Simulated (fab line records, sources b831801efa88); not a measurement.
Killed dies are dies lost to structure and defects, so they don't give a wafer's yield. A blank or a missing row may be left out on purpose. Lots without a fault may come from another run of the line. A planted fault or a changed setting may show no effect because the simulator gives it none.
Which tool did it? | flow gf180mcu | 7 lots, 21 wafers sampled, at 3 steps of a route of 602

WHAT THE GAUGES READ, wafer by wafer
GF_CONTACT_CD_MEAS_14: target cd 220 nm.
lot  | measured     | on        | cd_nm (nm)
L434 | day 16 11:25 | cd_sem-01 | 218.7 219.1 219.0
L437 | day 17 16:28 | cd_sem-01 | 221.0 221.0 220.5
L439 | day 18 09:36 | cd_sem-01 | - - -
L445 | day 20 12:43 | cd_sem-02 | 219.9 219.5 221.5
L448 | day 21 23:32 | cd_sem-01 | 218.9 219.9 219.3
L450 | day 22 07:47 | cd_sem-02 | 220.5 220.8 221.2
L454 | day 23 22:52 | cd_sem-01 | 222.6 222.1 221.8

WHICH TOOL RAN EACH LOT (tool, then ch and the chambers of the sampled wafers, then the start)
lot  | GF_SALICIDE_RTA_08               | GF_CONTACT_PEB_12
L434 | rtp_anneal-01 ch 0, day 15 13:20 | litho_track-03 ch 0, day 16 11:04
L437 | rtp_anneal-02 ch 0, day 16 17:01 | litho_track-04 ch 0, day 17 16:07
L439 | rtp_anneal-02 ch 0, day 17 09:33 | litho_track-04, day 18 09:17
L445 | rtp_anneal-02 ch 0, day 19 11:35 | litho_track-03 ch 0, day 20 12:22
L448 | rtp_anneal-02 ch 0, day 20 23:56 | litho_track-04 ch 0, day 21 23:11
L450 | rtp_anneal-02 ch 0, day 21 07:52 | litho_track-04 ch 0, day 22 07:26
L454 | rtp_anneal-01 ch 0, day 22 23:32 | litho_track-04 ch 0, day 23 22:31
- GF_SALICIDE_RTA_08: time 30 s.
- GF_CONTACT_PEB_12: peb time 90 s.

THE ANSWER, worked out from the rows above alone
Rule: what is usual is taken from the lots themselves. Put in order of their means at a reading, lots are off if they are a third of the lots or fewer, leave a main group of 4 or more, and stand apart from it by a gap of 3 or more times the standard deviation of the main group's means; of several such gaps the widest counts. A main group whose means are all the same, to the digits that the tables above print for the reading, isn't used. A lot without any number at a reading at which 4 lots or more have one is off too. The other lots that the step has rows for count as sound.
Off: L439, at GF_CONTACT_CD_MEAS_14 (cd_nm). Without a number there: L439. The main group: mean 220.4 nm, standard deviation 1.1.
A tool fits if, at a process step before that reading, it ran every lot that is off, and no sound lot after the first of them. The gauges at GF_CONTACT_CD_MEAS_14 are tried like those tools. None of those tried fits.

WHAT THE SIMULATOR HAD PUT IN
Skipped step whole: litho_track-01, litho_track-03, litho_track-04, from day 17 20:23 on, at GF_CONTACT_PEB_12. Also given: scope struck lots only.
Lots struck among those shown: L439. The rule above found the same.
